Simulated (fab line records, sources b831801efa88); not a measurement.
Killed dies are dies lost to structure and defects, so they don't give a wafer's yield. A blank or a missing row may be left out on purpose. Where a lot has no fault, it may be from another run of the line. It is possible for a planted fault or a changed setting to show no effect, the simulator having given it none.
fab line records ; flow sky130 ; part 1 of 2: steps 1 to 27 of 36
[record] lots = 5; wafers = 15; lastDay = 47
route steps=708 shown SD_N@355 SD_P@359 RES_XHIGH@360 SALICIDE@361 LI_CONTACT@362 LOCAL_INTERCONNECT@387
lots with no fault: from the same line, run without faults
startH: start of the lot's first displayed wafer, in hours after the record's first day ; waitH: time in hours since the lot's previous step ; " the same as in the row above ; L1.1+2: a row that stands for several wafers ; - either no value or no given start ; * or withheld: withheld ; < > ~ a bound
route shown NAME@n: NAME is a module with steps in the file, n the number in the route of the first one ; usual: mean/standard deviation of fault-free wafers ; same: alike in all rows ; chamber/n: place in a boat ; sites: the reading at each site ; _std_site: their standard deviation ; _edge_site: outer sites' mean less inner sites' ; radiusMm: how far each site lies from the wafer's centre ; mask NAME#n: copy n ; behind: the most recent tool/chamber to have shaped the wafer ; hold: why the lot was held/for how many hours/how that ended ; device: whichever transistor did not switch (one of n, p or np) ; end of line: at the end of the route, the tests of the same wafers ; a step given without rows: its recipe and nothing more ; killed: dies lost to structure and defects at the first sort, not the wafer's yield ; map: dies across one wafer; x = killed, . = not, _ = none there
set.NAME: the setting that was run; set.NAME@STEP: the one run at that earlier step ; model.NAME: the simulator's own value behind a step, which no gauge read
certain route steps with their lots: each step a table, each wafer a row
services: a tool's chamber out of use, with start hour (startH, from the record's first day; less than 0 if before it), hours out, and reason
[[steps]]
[step SKY_SD_N_CLEAN_13]
[recipe] chemistry = SC1/SC2; mix = 1:4:20; tempC = 70; timeS = 150; dry = n2Spin
[usual] tempC = 69.99/0.12
lot.wafer;tool;chamber;startH;waitH;tempC
L074.1;wetBench-04;1;639.13;0.1;70.03
L074.2;wetBench-04;1;639.13;0.1;70.07
L074.6;wetBench-04;1;639.13;0.1;69.86
L076.2;wetBench-01;0;660.12;0.0;70.15
L076.4;wetBench-01;0;660.12;0.0;69.96
L076.6;wetBench-01;0;660.12;0.0;70.11
L081.3;wetBench-04;1;704.92;0.0;70.12
L081.5;wetBench-04;1;704.92;0.0;70.19
L081.6;wetBench-04;1;704.92;0.0;70.02
L083.1;wetBench-01;2;725.58;0.1;69.91
L083.3;wetBench-01;2;725.58;0.1;69.96
L083.5;wetBench-01;2;725.58;0.1;69.73
L082.2;wetBench-01;1;726.85;0.0;69.76
L082.4;wetBench-01;1;726.85;0.0;69.81
L082.5;wetBench-01;1;726.85;0.0;69.93
[step SKY_SD_N_RTA_14]
[recipe] tempC = 1075; timeS = 2; idleTempC = 650; rampUpCPerS = 150; rampDownCPerS = 90; ambient = N2
[usual] lampPowerPct = 15.74/0.052; wafer_temp_C_max = 1078.2/1.2
lot.wafer;tool;chamber;startH;waitH;lampPowerPct;wafer_temp_C_max
L074.1;rtpAnneal-02;0;639.18;0.0;15.77;1077.3
L074.2;rtpAnneal-02;0;639.18;0.0;15.68;1078.2
L074.6;rtpAnneal-02;0;639.18;0.0;15.63;1077.1
L076.2;rtpAnneal-02;0;660.18;0.0;15.66;1077.2
L076.4;rtpAnneal-02;0;660.18;0.0;15.79;1077.7
L076.6;rtpAnneal-02;0;660.18;0.0;15.73;1076.8
L081.3;rtpAnneal-01;0;704.99;0.0;15.68;1079.3
L081.5;rtpAnneal-01;0;704.99;0.0;15.71;1077.6
L081.6;rtpAnneal-01;0;704.99;0.0;15.73;1076.6
L083.1;rtpAnneal-02;0;725.63;0.0;15.74;1078.8
L083.3;rtpAnneal-02;0;725.63;0.0;15.79;1077.8
L083.5;rtpAnneal-02;0;725.63;0.0;15.73;1079.7
L082.2;rtpAnneal-01;0;726.91;0.0;15.71;1079.6
L082.4;rtpAnneal-01;0;726.91;0.0;15.70;1078.0
L082.5;rtpAnneal-01;0;726.91;0.0;15.70;1078.0
[step SKY_SD_N_RS_MEAS_16]
[recipe] thkMeasGauge = four-point-probe
[usual] SD_N_RS = 68.59/0.12
lot.wafer;tool;chamber;startH;waitH;SD_N_RS[ohm/sq]
L074.1;filmMetro-03;-;639.35;0.1;68.60
L074.2;filmMetro-03;-;639.35;0.1;68.78
L074.6;filmMetro-03;-;639.35;0.1;68.68
L076.2;filmMetro-02;-;660.36;0.1;68.72
L076.4;filmMetro-02;-;660.36;0.1;68.65
L076.6;filmMetro-02;-;660.36;0.1;68.63
L081.3;filmMetro-02;-;705.18;0.1;68.48
L081.5;filmMetro-02;-;705.18;0.1;68.64
L081.6;filmMetro-02;-;705.18;0.1;68.61
L083.1;filmMetro-01;-;725.80;0.1;68.80
L083.3;filmMetro-01;-;725.80;0.1;68.52
L083.5;filmMetro-01;-;725.80;0.1;68.61
L082.2;filmMetro-01;-;727.09;0.1;68.51
L082.4;filmMetro-01;-;727.09;0.1;68.36
L082.5;filmMetro-01;-;727.09;0.1;68.53
[step SKY_SD_N_RS_MEAS_17]
[recipe] thkMeasGauge = four-point-probe
[usual] SD_P_RS = 147.1/0.33
lot.wafer;tool;chamber;startH;waitH;SD_P_RS[ohm/sq]
L074.1;filmMetro-03;-;639.47;0.1;146.3
L074.2;filmMetro-03;-;639.47;0.1;147.4
L074.6;filmMetro-03;-;639.47;0.1;147.4
L076.2;filmMetro-02;-;660.48;0.1;147.1
L076.4;filmMetro-02;-;660.48;0.1;147.3
L076.6;filmMetro-02;-;660.48;0.1;147.8
L081.3;filmMetro-02;-;705.30;0.1;147.1
L081.5;filmMetro-02;-;705.30;0.1;147.4
L081.6;filmMetro-02;-;705.30;0.1;147.3
L083.1;filmMetro-01;-;725.92;0.1;147.2
L083.3;filmMetro-01;-;725.92;0.1;147.1
L083.5;filmMetro-01;-;725.92;0.1;147.2
L082.2;filmMetro-01;-;727.21;0.1;146.9
L082.4;filmMetro-01;-;727.21;0.1;146.7
L082.5;filmMetro-01;-;727.21;0.1;146.8
[step SKY_SD_N_RS_MEAS_18]
[recipe] thkMeasGauge = four-point-probe
[usual] RES_XHIGH_RS = 333.4/1.1
lot.wafer;tool;chamber;startH;waitH;RES_XHIGH_RS[ohm/sq]
L074.1;filmMetro-03;-;639.59;0.1;332.9
L074.2;filmMetro-03;-;639.59;0.1;333.0
L074.6;filmMetro-03;-;639.59;0.1;332.7
L076.2;filmMetro-02;-;660.60;0.1;334.8
L076.4;filmMetro-02;-;660.60;0.1;333.8
L076.6;filmMetro-02;-;660.60;0.1;333.7
L081.3;filmMetro-02;-;705.42;0.1;333.5
L081.5;filmMetro-02;-;705.42;0.1;334.7
L081.6;filmMetro-02;-;705.42;0.1;332.6
L083.1;filmMetro-01;-;726.04;0.1;332.7
L083.3;filmMetro-01;-;726.04;0.1;333.6
L083.5;filmMetro-01;-;726.04;0.1;331.4
L082.2;filmMetro-01;-;727.33;0.1;334.8
L082.4;filmMetro-01;-;727.33;0.1;334.0
L082.5;filmMetro-01;-;727.33;0.1;334.0
[step SKY_SALICIDE_CLEAN_00]
[recipe] chemistry = HF-last; timeS = 30; dilution = 100:1; dry = ipaMarangoni
lot.wafer;tool;chamber;startH;waitH
L074.1+2+6;wetBench-02;1;639.71;0.1
L076.2+4+6;wetBench-01;0;660.70;0.1
L081.3+5+6;wetBench-02;0;705.50;0.1
L083.1+3+5;wetBench-03;3;726.16;0.1
L082.2+4+5;wetBench-03;1;727.43;0.1
[step SKY_LI_CONTACT_HDPCVD_00]
[recipe] material = PSG; targetThkNm = 930; sigmaOpenFrac = 0.3; timeS = 155; tempC = 600; sih4FlowSccm = 60; pressureMtorr = 6
[usual] pressureMtorr = 6.000/0.011; susceptorTempC = 600.02/0.24
lot.wafer;tool;chamber;startH;waitH;pressureMtorr;susceptorTempC
L074.1;hdpcvd-02;1;639.73;0.0;6.004;599.99
L074.2;hdpcvd-02;2;639.73;0.0;6.014;599.91
L074.6;hdpcvd-02;2;639.73;0.0;6.005;600.14
L076.2;hdpcvd-01;1;660.83;0.1;5.980;600.03
L076.4;hdpcvd-01;1;660.83;0.1;5.975;600.32
L076.6;hdpcvd-01;2;660.83;0.1;5.999;600.03
L081.3;hdpcvd-02;0;705.52;0.0;5.994;599.94
L081.5;hdpcvd-02;0;705.52;0.0;6.009;599.95
L081.6;hdpcvd-02;1;705.52;0.0;5.992;600.25
L083.1;hdpcvd-02;2;726.18;0.0;6.018;599.80
L083.3;hdpcvd-02;0;726.18;0.0;6.006;600.24
L083.5;hdpcvd-02;2;726.18;0.0;6.013;599.84
L082.2;hdpcvd-02;1;727.45;0.0;5.979;600.35
L082.4;hdpcvd-02;2;727.45;0.0;5.997;600.08
L082.5;hdpcvd-02;0;727.45;0.0;6.007;599.89
[step SKY_LI_CONTACT_THK_MEAS_01]
[recipe] reads = PSG_of_LI_CONTACT_HDPCVD_00
[usual] LI_CONTACT_HDPCVD_THK = 930/12
lot.wafer;tool;chamber;startH;waitH;LI_CONTACT_HDPCVD_THK[nm]
L074.1;filmMetro-01;-;639.83;0.1;943
L074.2;filmMetro-01;-;639.83;0.1;925
L074.6;filmMetro-01;-;639.83;0.1;920
L076.2;filmMetro-01;-;660.94;0.1;936
L076.4;filmMetro-01;-;660.94;0.1;944
L076.6;filmMetro-01;-;660.94;0.1;922
L081.3;filmMetro-01;-;705.64;0.1;946
L081.5;filmMetro-01;-;705.64;0.1;943
L081.6;filmMetro-01;-;705.64;0.1;933
L083.1;filmMetro-01;-;726.28;0.1;937
L083.3;filmMetro-01;-;726.28;0.1;933
L083.5;filmMetro-01;-;726.28;0.1;934
L082.2;filmMetro-03;-;727.56;0.1;921
L082.4;filmMetro-03;-;727.56;0.1;916
L082.5;filmMetro-03;-;727.56;0.1;930
[step SKY_LI_CONTACT_CMP_02]
[recipe] material = PSG; downForcePsi = 4; platenRpm = 60; padVelocityMS = 0.94248
[usual] motorCurrentA = 12.6/1.2; timeToEndpointS = 33/3.4
lot.wafer;tool;chamber;startH;waitH;motorCurrentA;timeToEndpointS
L074.1;cmp-02;1;641.84;2.0;12.6;29
L074.2;cmp-02;2;641.84;2.0;10.9;34
L074.6;cmp-02;3;641.84;2.0;12.4;29
L076.2;cmp-02;1;661.19;0.2;12.2;33
L076.4;cmp-02;0;661.19;0.2;13.1;34
L076.6;cmp-02;1;661.19;0.2;12.2;31
L081.3;cmp-02;0;705.68;0.0;13.8;34
L081.5;cmp-02;0;705.68;0.0;12.7;35
L081.6;cmp-02;1;705.68;0.0;12.7;34
L083.1;cmp-01;1;726.34;0.1;12.5;28
L083.3;cmp-01;0;726.34;0.1;10.1;33
L083.5;cmp-01;2;726.34;0.1;13.8;38
L082.4;cmp-02;1;727.61;0.0;13.1;28
L082.2;cmp-02;0;727.61;0.0;13.6;28
L082.5;cmp-02;2;727.61;0.0;11.0;35
[step SKY_LI_CONTACT_BOW_MEAS_03]
[recipe] mode = bow
[usual] LI_CONTACT_BOW = 57/6.5
lot.wafer;tool;chamber;startH;waitH;LI_CONTACT_BOW[um]
L074.1;filmMetro-01;-;642.04;0.1;61
L074.2;filmMetro-01;-;642.04;0.1;61
L074.6;filmMetro-01;-;642.04;0.1;65
L076.2;filmMetro-03;-;661.51;0.3;56
L076.4;filmMetro-03;-;661.51;0.3;63
L076.6;filmMetro-03;-;661.51;0.3;56
L081.3;filmMetro-02;-;706.02;0.3;63
L081.5;filmMetro-02;-;706.02;0.3;52
L081.6;filmMetro-02;-;706.02;0.3;43
L083.1;filmMetro-02;-;726.64;0.2;56
L083.3;filmMetro-02;-;726.64;0.2;61
L083.5;filmMetro-02;-;726.64;0.2;57
L082.2;filmMetro-01;-;727.93;0.1;58
L082.4;filmMetro-01;-;727.93;0.1;54
L082.5;filmMetro-01;-;727.93;0.1;63
[step SKY_LI_CONTACT_DEHYDRATE_04]
[recipe] tempC = 200; timeS = 60
[usual] plateTempC = 199.98/0.14
lot.wafer;tool;chamber;startH;waitH;plateTempC
L074.1;lithoTrack-04;0;655.38;13.3;200.03
L074.2;lithoTrack-04;0;655.38;13.3;199.79
L074.6;lithoTrack-04;0;655.38;13.3;199.92
L076.2;lithoTrack-02;0;675.49;14.0;200.23
L076.4;lithoTrack-02;0;675.49;14.0;199.99
L076.6;lithoTrack-02;0;675.49;14.0;199.90
L081.3;lithoTrack-03;0;718.31;12.3;199.94
L081.5;lithoTrack-03;0;718.31;12.3;199.94
L081.6;lithoTrack-03;0;718.31;12.3;200.09
L083.1;lithoTrack-02;0;739.37;12.7;200.06
L083.3;lithoTrack-02;0;739.37;12.7;200.38
L083.5;lithoTrack-02;0;739.37;12.7;200.08
L082.2;lithoTrack-04;0;740.75;12.8;199.88
L082.4;lithoTrack-04;0;740.75;12.8;199.98
L082.5;lithoTrack-04;0;740.75;12.8;199.82
[step SKY_LI_CONTACT_HMDS_05]
[recipe] primeTimeS = 60; primeTempC = 120
lot.wafer;tool;chamber;startH;waitH
L074.1+2+6;lithoTrack-04;0;655.53;0.1
L076.2+4+6;lithoTrack-02;0;675.64;0.1
L081.3+5+6;lithoTrack-03;0;718.46;0.1
L083.1+3+5;lithoTrack-02;0;739.52;0.1
L082.2+4+5;lithoTrack-04;0;740.90;0.1
[step SKY_LI_CONTACT_COAT_06]
[recipe] resist = BARC; tempC = withheld; timeS = withheld; spinRpm = 3000; resistThkNm = 60
lot.wafer;tool;chamber;startH;waitH
L074.1+2+6;lithoTrack-04;0;655.68;0.1
L076.2+4+6;lithoTrack-02;0;675.79;0.1
L081.3+5+6;lithoTrack-03;0;718.61;0.1
L083.1+3+5;lithoTrack-02;0;739.67;0.1
L082.2+4+5;lithoTrack-04;0;741.05;0.1
[step SKY_LI_CONTACT_COAT_07]
[recipe] resist = KrF-thick; spinRpm = 3000; resistThkNm = 450
lot.wafer;tool;chamber;startH;waitH
L074.1+2+6;lithoTrack-04;0;-;-
L076.2+4+6;lithoTrack-02;0;-;-
L081.3+5+6;lithoTrack-03;0;-;-
L083.1+3+5;lithoTrack-02;0;-;-
L082.2+4+5;lithoTrack-04;0;-;-
[step SKY_LI_CONTACT_SOFTBAKE_08]
[recipe] tempC = 100; timeS = 90; resist = KrF-thick
[usual] plateTempC = 99.94/0.14
lot.wafer;tool;chamber;startH;waitH;plateTempC
L074.1;lithoTrack-04;0;-;-;100.00
L074.2;lithoTrack-04;0;-;-;99.91
L074.6;lithoTrack-04;0;-;-;99.96
L076.2;lithoTrack-02;0;-;-;99.95
L076.4;lithoTrack-02;0;-;-;99.97
L076.6;lithoTrack-02;0;-;-;100.07
L081.3;lithoTrack-03;0;-;-;99.96
L081.5;lithoTrack-03;0;-;-;99.86
L081.6;lithoTrack-03;0;-;-;99.88
L083.1;lithoTrack-02;0;-;-;99.91
L083.3;lithoTrack-02;0;-;-;100.08
L083.5;lithoTrack-02;0;-;-;99.72
L082.2;lithoTrack-04;0;-;-;100.12
L082.4;lithoTrack-04;0;-;-;100.08
L082.5;lithoTrack-04;0;-;-;100.00
[step SKY_LI_CONTACT_EXPOSE_09]
[recipe] maskId = LICM1; na = 0.8; sourceShape = annular; sigmaInner = 0.55; sigmaOuter = 0.85; targetCdNm = 170; doseMj = 38
[usual] reticleTempC = 23.00/0.1
[same] sigmaInner = 0.55
lot.wafer;tool;chamber;startH;waitH;mask;reticleTempC
L074.1;krfScanner-02;0;-;-;LICM1#0;22.89
L074.2;krfScanner-02;0;-;-;LICM1#0;22.87
L074.6;krfScanner-02;0;-;-;LICM1#0;23.13
L076.2;krfScanner-01;0;-;-;LICM1#0;23.05
L076.4;krfScanner-01;0;-;-;LICM1#0;22.87
L076.6;krfScanner-01;0;-;-;LICM1#0;22.79
L081.3;krfScanner-01;0;-;-;LICM1#0;22.98
L081.5;krfScanner-01;0;-;-;LICM1#0;23.04
L081.6;krfScanner-01;0;-;-;LICM1#0;22.97
L083.1;krfScanner-01;0;-;-;LICM1#0;23.01
L083.3;krfScanner-01;0;-;-;LICM1#0;23.10
L083.5;krfScanner-01;0;-;-;LICM1#0;22.95
L082.2;krfScanner-01;0;-;-;LICM1#0;22.95
L082.4;krfScanner-01;0;-;-;LICM1#0;22.85
L082.5;krfScanner-01;0;-;-;LICM1#0;22.90
[step SKY_LI_CONTACT_PEB_10]
[recipe] pebTempC = withheld; pebTimeS = withheld; resist = KrF-thick
lot.wafer;tool;chamber;startH;waitH
L074.1+2+6;lithoTrack-02;0;-;-
L076.2+4+6;lithoTrack-02;0;-;-
L081.3+5+6;lithoTrack-04;0;-;-
L083.1+3+5;lithoTrack-03;0;-;-
L082.2+4+5;lithoTrack-02;0;-;-
[step SKY_LI_CONTACT_DEVELOP_11]
[recipe] developTimeS = 60.92; resist = KrF-thick; devTempC = 21
lot.wafer;tool;chamber;startH;waitH
L074.1+2+6;lithoTrack-02;0;-;-
L076.2+4+6;lithoTrack-02;0;-;-
L081.3+5+6;lithoTrack-04;0;-;-
L083.1+3+5;lithoTrack-03;0;-;-
L082.2+4+5;lithoTrack-02;0;-;-
[step SKY_LI_CONTACT_CD_MEAS_12]
[recipe] targetCdNm = 170
[usual] cdNm = 169.7/1.6
lot.wafer;tool;chamber;startH;waitH;cdNm
L074.1;cdSem-02;-;669.47;-;171.9
L074.2;cdSem-02;-;669.47;-;173.1
L074.6;cdSem-02;-;669.47;-;172.1
L076.2;cdSem-02;-;689.84;-;171.5
L076.4;cdSem-02;-;689.84;-;172.2
L076.6;cdSem-02;-;689.84;-;171.3
L081.3;cdSem-02;-;732.97;-;169.9
L081.5;cdSem-02;-;732.97;-;168.9
L081.6;cdSem-02;-;732.97;-;169.5
L083.1;cdSem-02;-;753.36;-;168.9
L083.3;cdSem-02;-;753.36;-;169.1
L083.5;cdSem-02;-;753.36;-;167.5
L082.2;cdSem-01;-;754.69;-;170.0
L082.4;cdSem-01;-;754.69;-;169.6
L082.5;cdSem-01;-;754.69;-;169.1
[step SKY_LI_CONTACT_OVL_MEAS_13]
[usual] LI_CONTACT_OVL = 2/5.8
lot.wafer;tool;chamber;startH;waitH;LI_CONTACT_OVL[nm]
L074.1;overlay-02;-;669.59;0.1;0
L074.2;overlay-02;-;669.59;0.1;6
L074.6;overlay-02;-;669.59;0.1;0
L076.2;overlay-01;-;689.94;0.1;-8
L076.4;overlay-01;-;689.94;0.1;2
L076.6;overlay-01;-;689.94;0.1;-1
L081.3;overlay-02;-;733.06;0.1;7
L081.5;overlay-02;-;733.06;0.1;8
L081.6;overlay-02;-;733.06;0.1;5
L083.1;overlay-01;-;753.48;0.1;9
L083.3;overlay-01;-;753.48;0.1;6
L083.5;overlay-01;-;753.48;0.1;11
L082.2;overlay-02;-;754.79;0.1;5
L082.4;overlay-02;-;754.79;0.1;-8
L082.5;overlay-02;-;754.79;0.1;3
[step SKY_LI_CONTACT_ETCH_14]
[recipe] chemistry = N2/H2; target = BARC; ionEnergyEv = 200; sourceW = 500; biasW = 100; pressureMtorr = 30; n2FlowSccm = 100; h2FlowSccm = 200; stopOn = SiO2; timeS = 45.24; targetDepthA = 600
[usual] chamberPressureMTorr = 30.000/0.026; drypumpMotorCurrentA = 5.7/0.4; oesProductAu = 0.863/0.0045; throttleValvePct = 13.225/0.0095
lot.wafer;tool;chamber;startH;waitH;chamberPressureMTorr;drypumpMotorCurrentA;oesProductAu;rfHoursCounterH;throttleValvePct
L074.1;rieDiel-04;2;669.62;0.0;30.003;5.6;0.866;4;13.215
L074.2;rieDiel-04;1;669.62;0.0;30.025;5.6;0.861;5;13.223
L074.6;rieDiel-04;2;669.62;0.0;30.012;5.6;0.856;-;13.238
L076.2;rieDiel-03;3;689.97;0.0;29.982;5.5;0.861;2;13.216
L076.4;rieDiel-03;2;689.97;0.0;30.065;5.4;0.862;5;13.205
L076.6;rieDiel-03;0;689.97;0.0;29.982;6.0;0.857;-;13.229
L081.3;rieDiel-04;3;733.08;0.0;29.978;6.2;0.861;3;13.224
L081.5;rieDiel-04;0;733.08;0.0;30.007;6.4;0.859;-;13.216
L081.6;rieDiel-04;3;733.08;0.0;29.945;6.2;0.866;-;13.235
L083.1;rieDiel-01;3;753.52;0.0;29.998;5.6;0.860;44;13.219
L083.3;rieDiel-01;1;753.52;0.0;30.010;5.7;0.858;8;13.225
L083.5;rieDiel-01;1;753.52;0.0;29.978;5.7;0.863;-;13.229
L082.2;rieDiel-04;0;754.82;0.0;30.033;6.3;0.865;16;13.225
L082.4;rieDiel-04;1;754.82;0.0;29.975;5.6;0.864;7;13.209
L082.5;rieDiel-04;3;754.82;0.0;29.969;6.2;0.863;-;13.219
[step SKY_LI_CONTACT_ETCH_15]
[recipe] target = PSG; chemistry = C4F8/O2/Ar; stopOn = Si; taperDeg = 4.15; maskMaterial = KrF-thick; sourceW = 1500; biasW = 1200; pressureMtorr = 40; c4f8FlowSccm = withheld; O2_flow_sccm = 6; Ar_flow_sccm = 300; timeS = withheld; targetDepthA = 6000
[usual] chamberPressureMTorr = 40.00/0.038; oesProductAu = 0.837/0.0051
lot.wafer;tool;chamber;startH;waitH;chamberPressureMTorr;oesProductAu
L074.1;rieDiel-04;2;669.66;0.0;40.00;0.835
L074.2;rieDiel-04;1;669.66;0.0;39.99;0.833
L074.6;rieDiel-04;2;669.66;0.0;40.02;0.830
L076.2;rieDiel-03;3;690.01;0.0;40.00;0.835
L076.4;rieDiel-03;2;690.01;0.0;40.00;0.840
L076.6;rieDiel-03;0;690.01;0.0;40.03;0.837
L081.3;rieDiel-04;3;733.12;0.0;40.04;0.838
L081.5;rieDiel-04;0;733.12;0.0;40.08;0.834
L081.6;rieDiel-04;3;733.12;0.0;40.07;0.837
L083.1;rieDiel-01;3;753.56;0.0;40.03;0.828
L083.3;rieDiel-01;1;753.56;0.0;39.96;0.836
L083.5;rieDiel-01;1;753.56;0.0;40.02;0.832
L082.2;rieDiel-04;0;754.86;0.0;39.95;0.837
L082.4;rieDiel-04;1;754.86;0.0;40.00;0.829
L082.5;rieDiel-04;3;754.86;0.0;40.04;0.839
[step SKY_LI_CONTACT_STRIP_16]
[recipe] chemistry = O2/N2; powerW = 1400; pressureMtorr = 1500; platenTempC = withheld; o2FlowSccm = 3000; n2FlowSccm = 300; overashFraction = 0.5
[usual] chamberPressureMTorr = 1500.0/1.2; drypumpMotorCurrentA = 5.9/0.61; oesProductAu = 0.376/0.0054; stripTimeToEndpointS = 3.50/0.04
lot.wafer;tool;chamber;startH;waitH;chamberPressureMTorr;drypumpMotorCurrentA;oesProductAu;rfHoursCounterH;stripTimeToEndpointS
L074.1;plasmaAsher-04;1;669.75;-;1501.8;6.1;0.387;53;3.55
L074.2;plasmaAsher-04;0;669.75;-;1499.2;6.7;0.380;53;3.54
L074.6;plasmaAsher-04;0;669.75;-;1500.7;6.7;0.383;-;3.57
L076.2;plasmaAsher-02;0;690.10;-;1498.1;5.5;0.374;98;3.48
L076.4;plasmaAsher-02;1;690.10;-;1500.0;6.7;0.374;-;3.53
L076.6;plasmaAsher-02;0;690.10;-;1502.0;5.5;0.373;-;3.56
L081.3;plasmaAsher-02;0;733.24;-;1501.4;5.5;0.371;-;3.51
L081.5;plasmaAsher-02;1;733.24;-;1500.6;6.7;0.377;-;3.48
L081.6;plasmaAsher-02;0;733.24;-;1500.1;5.5;0.376;-;3.50
L083.1;plasmaAsher-04;1;753.65;-;1500.5;6.0;0.370;62;3.41
L083.3;plasmaAsher-04;0;753.65;-;1499.7;6.7;0.369;-;3.50
L083.5;plasmaAsher-04;1;753.65;-;1498.6;6.1;0.375;-;3.48
L082.2;plasmaAsher-04;1;754.95;-;1498.2;6.0;0.378;62;3.50
L082.4;plasmaAsher-04;0;754.95;-;1500.0;6.7;0.377;-;3.51
L082.5;plasmaAsher-04;1;754.95;-;1501.1;6.1;0.391;-;3.50
[step SKY_LI_CONTACT_CLEAN_17]
[recipe] chemistry = NMP; timeS = 600; tempC = 60; dry = n2Spin
[usual] tempC = 59.98/0.11
lot.wafer;tool;chamber;startH;waitH;tempC
L074.1;wetBench-01;3;669.85;0.1;59.96
L074.2;wetBench-01;3;669.85;0.1;60.11
L074.6;wetBench-01;3;669.85;0.1;59.87
L076.2;wetBench-01;0;690.20;0.1;59.96
L076.4;wetBench-01;0;690.20;0.1;60.09
L076.6;wetBench-01;0;690.20;0.1;60.07
L081.3;wetBench-01;0;733.31;0.0;60.21
L081.5;wetBench-01;0;733.31;0.0;60.11
L081.6;wetBench-01;0;733.31;0.0;60.18
L083.1;wetBench-04;0;753.75;0.1;59.95
L083.3;wetBench-04;0;753.75;0.1;59.82
L083.5;wetBench-04;0;753.75;0.1;59.93
L082.2;wetBench-03;2;755.05;0.1;59.90
L082.4;wetBench-03;2;755.05;0.1;59.97
L082.5;wetBench-03;2;755.05;0.1;59.97
[step SKY_LI_CONTACT_PRE_CLEAN_18]
[recipe] gas = Ar; timeS = 5.6; biasV = 358
lot.wafer;tool;chamber;startH;waitH
L074.1+2+6;pvdSputter-03;-;670.02;0.0
L076.2+4+6;pvdSputter-04;-;690.37;0.0
L081.3+5+6;pvdSputter-04;-;733.48;0.0
L083.1+3+5;pvdSputter-03;-;753.92;0.0
L082.2+4+5;pvdSputter-02;-;755.24;0.0
[step SKY_LI_CONTACT_SPUTTER_19]
[recipe] material = Ti; targetThkNm = 20; chamberPressurePa = 5; powerW = 2500; substrateTempC = 200; timeS = 106.37
[usual] throttleValvePct = 30.1/0.96
lot.wafer;tool;chamber;startH;waitH;throttleValvePct
L074.1;pvdSputter-03;-;670.04;0.0;30.9
L074.2;pvdSputter-03;-;670.04;0.0;30.9
L074.6;pvdSputter-03;-;670.04;0.0;31.0
L076.2;pvdSputter-04;-;690.39;0.0;31.0
L076.4;pvdSputter-04;-;690.39;0.0;30.3
L076.6;pvdSputter-04;-;690.39;0.0;29.4
L081.3;pvdSputter-04;-;733.50;0.0;28.6
L081.5;pvdSputter-04;-;733.50;0.0;31.0
L081.6;pvdSputter-04;-;733.50;0.0;28.6
L083.1;pvdSputter-03;-;753.94;0.0;30.6
L083.3;pvdSputter-03;-;753.94;0.0;30.9
L083.5;pvdSputter-03;-;753.94;0.0;29.7
L082.2;pvdSputter-02;-;755.26;0.0;30.9
L082.4;pvdSputter-02;-;755.26;0.0;29.3
L082.5;pvdSputter-02;-;755.26;0.0;31.2
[step SKY_LI_CONTACT_SPUTTER_20]
[recipe] material = TiN; targetThkNm = 20; chamberPressurePa = 5; powerW = 4000; timeS = 80
[usual] throttleValvePct = 30.1/0.98
lot.wafer;tool;chamber;startH;waitH;throttleValvePct
L074.1;pvdSputter-03;-;670.12;0.0;30.9
L074.2;pvdSputter-03;-;670.12;0.0;31.2
L074.6;pvdSputter-03;-;670.12;0.0;30.9
L076.2;pvdSputter-04;-;690.47;0.0;31.2
L076.4;pvdSputter-04;-;690.47;0.0;30.4
L076.6;pvdSputter-04;-;690.47;0.0;29.1
L081.3;pvdSputter-04;-;733.58;0.0;28.4
L081.5;pvdSputter-04;-;733.58;0.0;31.1
L081.6;pvdSputter-04;-;733.58;0.0;28.7
L083.1;pvdSputter-03;-;754.02;0.0;31.0
L083.3;pvdSputter-03;-;754.02;0.0;30.8
L083.5;pvdSputter-03;-;754.02;0.0;29.8
L082.2;pvdSputter-02;-;755.34;0.0;31.1
L082.4;pvdSputter-02;-;755.34;0.0;29.5
L082.5;pvdSputter-02;-;755.34;0.0;30.9
